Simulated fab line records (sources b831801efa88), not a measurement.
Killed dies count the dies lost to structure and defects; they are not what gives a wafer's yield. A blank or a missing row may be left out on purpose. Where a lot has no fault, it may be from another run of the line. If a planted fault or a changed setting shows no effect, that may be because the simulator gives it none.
Comparing a struck lot with a sound one    flow gf180mcu    37 out of 602 route steps
Sound: these wafers, L412.1, L412.2, L412.4. Struck: wafers L417.4, L417.5, L417.6. Last of all comes the cause.
At each step with rows: each side's tool, then ch and its chambers, then its first start. Under that, the readings that differ: sound wafers    struck wafers    difference of the means    sigmas: that difference in standard deviations of wafers without a fault.
alike: readings with means less than 2 such deviations apart, plus words and numbers identical on both sides. not compared: withheld readings, readings lacking a value on some wafer, bounds such as >300 that could conceal the same value, and numbers that have no deviation in the record and whose values overlap.
Wherever a step has rows on one side only, a row that says differs or no value, or a row with sigmas, the two part there. When numbers do not overlap yet have no deviation, they are printed without sigmas and do not part them. A reading that every wafer of one side lacks parts them only if that side has two wafers or more.

first, 2 steps without rows for these wafers: GF_M3_PEB_12 (peb time 90 s); GF_M3_DEVELOP_13 (develop time 60 s).
GF_M3_CD_MEAS_14: the cd target is 280 nm.
  sound: cd sem-01 at day 24 09:22; struck: cd sem-02 at day 25 22:01
  alike: cd nm
GF_M3_OVL_MEAS_15:
  sound: overlay-01 at day 24 09:29; struck: overlay-01 at day 25 22:05
  alike: M3_OVL
GF_M3_METAL_ETCH_16: etches the open film in Cl2/BCl3, stops on SiO2, target depth 750.8 nm, time 125.1 s.
  sound on rie metal-03 ch 0, day 24 09:31; struck on rie metal-03 ch 0,1, day 25 22:09
  alike: bcl3 flow sccm, chamber pressure mTorr, drypump motor current A, oes product au, throttle valve pct
  not compared: rf hours counter h
then, 4 steps without rows for these wafers: GF_M3_STRIP_17 (strips in O2/N2); GF_M3_STRIP_18 (strips in post etch residue remover, time 1200 s); GF_M3_CLEAN_19 (cleans in DIW); GF_V3_CVD_00 (deposits SiO2, target thk 600 nm, time 100 s).
GF_V3_THK_MEAS_01:
  sound: film metro-01 at day 24 10:26; struck: film metro-03 at day 25 22:52
  alike: V3_CVD_00_THK
GF_V3_CVD_02: deposits SiO2 from TEOS, target thk 850 nm, time 90.27 s.
  sound on pecvd-04 ch 1,2, day 24 10:30; struck on pecvd-01 ch 0,1,2, day 25 22:56
  alike: heater power outer w, heater power w
GF_V3_THK_MEAS_03:
  sound: film metro-03 at day 24 10:34; struck: film metro-01 at day 25 23:00
  alike: V3_CVD_02_THK
GF_V3_CMP_04: polishes SiO2.
  sound on cmp-01 ch 0,2,3, day 24 10:38; struck on cmp-02 ch 0,3, day 25 23:05
reading                              sound              struck             difference  sigmas
time to endpoint s (s)               75 77 67           34 39 37           -36         -5
model.SiO2_of_V3_CVD_02.thk nm (nm)  632.9 632.3 631.6  696.6 697.5 694.2  +63.8       
  alike: motor current A, slurry filter dp kPa
GF_V3_BOW_MEAS_05:
  sound: film metro-01 at day 24 10:56; struck: film metro-02 at day 25 23:23
reading      sound     struck       difference  sigmas
V3_BOW (um)  88 98 94  123 126 125  +31         +3
then, 8 steps without rows for these wafers: GF_V3_DEHYDRATE_06 (time 60 s); GF_V3_HMDS_07 (prime time 60 s); GF_V3_COAT_08; GF_V3_COAT_09 (resist thk 1000 nm); GF_V3_SOFTBAKE_10 (time 60 s); GF_V3_EXPOSE_11 (exposes mask Via3, target cd 260 nm); GF_V3_PEB_12 (peb time 90 s); GF_V3_DEVELOP_13 (develop time 60 s).
GF_V3_CD_MEAS_14: the cd target is 260 nm.
  sound: cd sem-02 at day 25 08:07; struck: cd sem-02 at day 26 20:14
  alike: cd nm
GF_V3_OVL_MEAS_15:
  sound: overlay-01 at day 25 08:14; struck: overlay-02 at day 26 20:19
  alike: V3_OVL
GF_V3_ETCH_16: etches BARC in N2/H2.
  sound on rie diel-01 ch 0,1,3, day 25 08:17; struck on rie diel-02 ch 0,2,3, day 26 20:20
  alike: chamber pressure mTorr, drypump motor current A, oes product au, throttle valve pct
GF_V3_ETCH_17: etches SiO2 in C4F8/O2/Ar, stops on TiN, target depth 635 nm.
  sound on rie diel-01 ch 0,1,3; struck on rie diel-02 ch 0,2,3
reading                         sound              struck             difference  sigmas
oes product au (a.u.)           0.854 0.858 0.852  0.909 0.909 0.898  +0.051      +11
model.V3.feature depth nm (nm)  632.9 632.3 631.6  696.6 697.5 694.2  +63.8       
model.etch.depth nm (nm)        632.9 632.3 631.6  696.6 697.5 694.2  +63.8       
  alike: chamber pressure mTorr
then, 5 steps without rows for these wafers: GF_V3_STRIP_18 (strips in O2/N2); GF_V3_STRIP_19 (strips in post etch residue remover, time 1200 s); GF_V3_CLEAN_20 (cleans in DIW); GF_V3_SPUTTER_21 (material Ti, target thk 15 nm, time 80.02 s); GF_V3_SPUTTER_22 (material TiN, target thk 10 nm, time 40 s).
GF_V3_CVD_23: deposits W, target thk 350 nm, time 104.9 s.
  sound on cvd w-02 ch 0,1, day 25 09:02; struck on cvd w-02 ch 0,1, day 26 21:08
  alike: heater power outer w, heater power w
GF_V3_RS_MEAS_24: measurement is done with a four-point probe.
  sound: film metro-02 at day 25 09:09; struck: film metro-02 at day 26 21:16
  alike: V3_W_RS
GF_V3_THK_MEAS_25: measures by xrf.
  sound: film metro-02 at day 25 09:16; struck: film metro-02 at day 26 21:22
  alike: V3_W_THK
GF_V3_CMP_26: polishes, stops on SiO2, t overpolish 15 s, target thk 0 nm.
  sound on cmp-02 ch 0,1,2, day 25 09:20; struck on cmp-02 ch 0,2,3, day 26 21:29
reading                              sound              struck             difference  sigmas
model.SiO2_of_V3_CVD_02.thk nm (nm)  629.1 628.5 627.8  692.8 693.7 690.5  +63.9       
  alike: motor current A, slurry filter dp kPa
GF_M4_SPUTTER_00: material Ti, target thk 37.5 nm, time 150 s.
  sound: pvd sputter-01 at day 25 09:38; struck: pvd sputter-01 at day 26 21:41
  alike: cathode dc power W, throttle valve pct
-- the record jumps here: 6 days lie between the struck wafers' starts before and after (it left off in module M4 and takes up again in module PASSIVATION, whose first step shown is number 602 of the route) --
GF_PASSIVATION_PROBE_99:
  the record has rows for the struck wafers here (prober-02, day 32 18:29) and none for the sound ones

== WHERE THEY PART ==
Last at GF_PASSIVATION_PROBE_99 as far as this record goes, first at GF_V3_CMP_04.

WHY: what had been put in by the simulator
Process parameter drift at GF_V3_CMP_04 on cmp-02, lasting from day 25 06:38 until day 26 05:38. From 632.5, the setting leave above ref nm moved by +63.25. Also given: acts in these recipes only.
